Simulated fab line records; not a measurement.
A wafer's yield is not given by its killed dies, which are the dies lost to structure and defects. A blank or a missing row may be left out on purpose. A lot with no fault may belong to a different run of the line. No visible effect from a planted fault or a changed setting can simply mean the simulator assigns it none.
Shared-tool check    flow sky130    12 lots and 36 wafers in the sample

## WHAT PROMPTED THE OPENING
Of 12 lots, 2 have the reading VT_ADJUST_NCORE_TW flagged at SKY_VT_ADJUST_NCORE_TW_MEAS_11. No-fault wafers: 220.3, standard deviation 1.
Rule: flag the lot when none of its wafers has a number, or when each of its wafers that has one lies beyond 4 standard deviations from that mean. The rest of the lots are taken to be sound.

lot   measured      on             VT_ADJUST_NCORE_TW, wafer by wafer  flag
L523  day 8 16:20   film metro-02  221.2 220.6 219.9                   
L527  day 9 23:10   film metro-01  219.9 220.1 220.8                   
L529  day 10 08:35  film metro-04  220.5 220.3 219.8                   
L531  day 11 07:48  film metro-04  219.9 220.8 218.6                   
L533  day 11 23:25  film metro-01  219.2 220.2 220.4                   
L534  day 12 08:52  film metro-04  267.9 269.3 271.0                   FLAGGED
L537  day 12 23:46  film metro-01  222.4 220.5 220.7                   
L541  day 13 19:35  film metro-02  267.4 269.1 267.8                   FLAGGED
L543  day 14 11:27  film metro-04  222.7 221.4 222.1                   
L544  day 14 20:44  film metro-02  218.8 219.7 218.2                   
L545  day 15 03:06  film metro-01  218.8 219.4 219.3                   
L546  day 15 08:08  film metro-02  221.0 219.8 219.9                   
The numbers of the flagged lots are 268.8 on average: +48.4 against the usual, or +48 standard deviations.

## EACH LOT AND THE TOOL IT RAN ON
The record keeps 1 process step preceding the reading, out of 708 steps on the route. Each cell gives the tool, then ch followed by the chambers the sampled wafers passed through, then the start.
lot   flag     SKY_VT_ADJUST_NCORE_IMPLANT_09
L523           implanter-03 ch 0, day 8 16:05
L527           implanter-02 ch 0, day 9 22:58
L529           implanter-03 ch 0, day 10 08:20
L531           implanter-04 ch 0, day 11 07:34
L533           implanter-04 ch 0, day 11 23:13
L534  FLAGGED  implanter-03 ch 0, day 12 08:19
L537           implanter-04 ch 0, day 12 23:32
L541  FLAGGED  implanter-03 ch 0, day 13 19:02
L543           implanter-03 ch 0, day 14 11:13
L544           implanter-03 ch 0, day 14 20:29
L545           implanter-04 ch 0, day 15 02:52
L546           implanter-04 ch 0, day 15 07:53
These steps, and what they do:
- SKY_VT_ADJUST_NCORE_IMPLANT_09
- SKY_VT_ADJUST_NCORE_TW_MEAS_11

## FLAGGED OVER TOTAL, TOOL BY TOOL (the gauges that took the reading come last)
step                            tool           lots run  flagged  share of the flagged lots  sound lots run after its first flagged lot
SKY_VT_ADJUST_NCORE_IMPLANT_09  implanter-02   1         0        none                       -
SKY_VT_ADJUST_NCORE_IMPLANT_09  implanter-03   6         2        all                        2 (L543,L544)
SKY_VT_ADJUST_NCORE_IMPLANT_09  implanter-04   5         0        none                       -
SKY_VT_ADJUST_NCORE_TW_MEAS_11  film metro-01  4         0        none                       -
SKY_VT_ADJUST_NCORE_TW_MEAS_11  film metro-02  4         1        some                       2 (L544,L546)
SKY_VT_ADJUST_NCORE_TW_MEAS_11  film metro-04  4         1        some                       1 (L543)

## WHAT THE TABLE ALLOWS
1 row of the table ran every flagged lot: implanter-03 at SKY_VT_ADJUST_NCORE_IMPLANT_09.
- implanter-03 at SKY_VT_ADJUST_NCORE_IMPLANT_09 ran 6 lots, 2 of them flagged. Sound lots ran on it after the first flagged one (L543, L544), which a lasting fault on the whole tool wouldn't allow.
There is no row in the table that ran each flagged lot and no sound lot after the first.

## WHAT WAS PUT IN BY THE SIMULATOR
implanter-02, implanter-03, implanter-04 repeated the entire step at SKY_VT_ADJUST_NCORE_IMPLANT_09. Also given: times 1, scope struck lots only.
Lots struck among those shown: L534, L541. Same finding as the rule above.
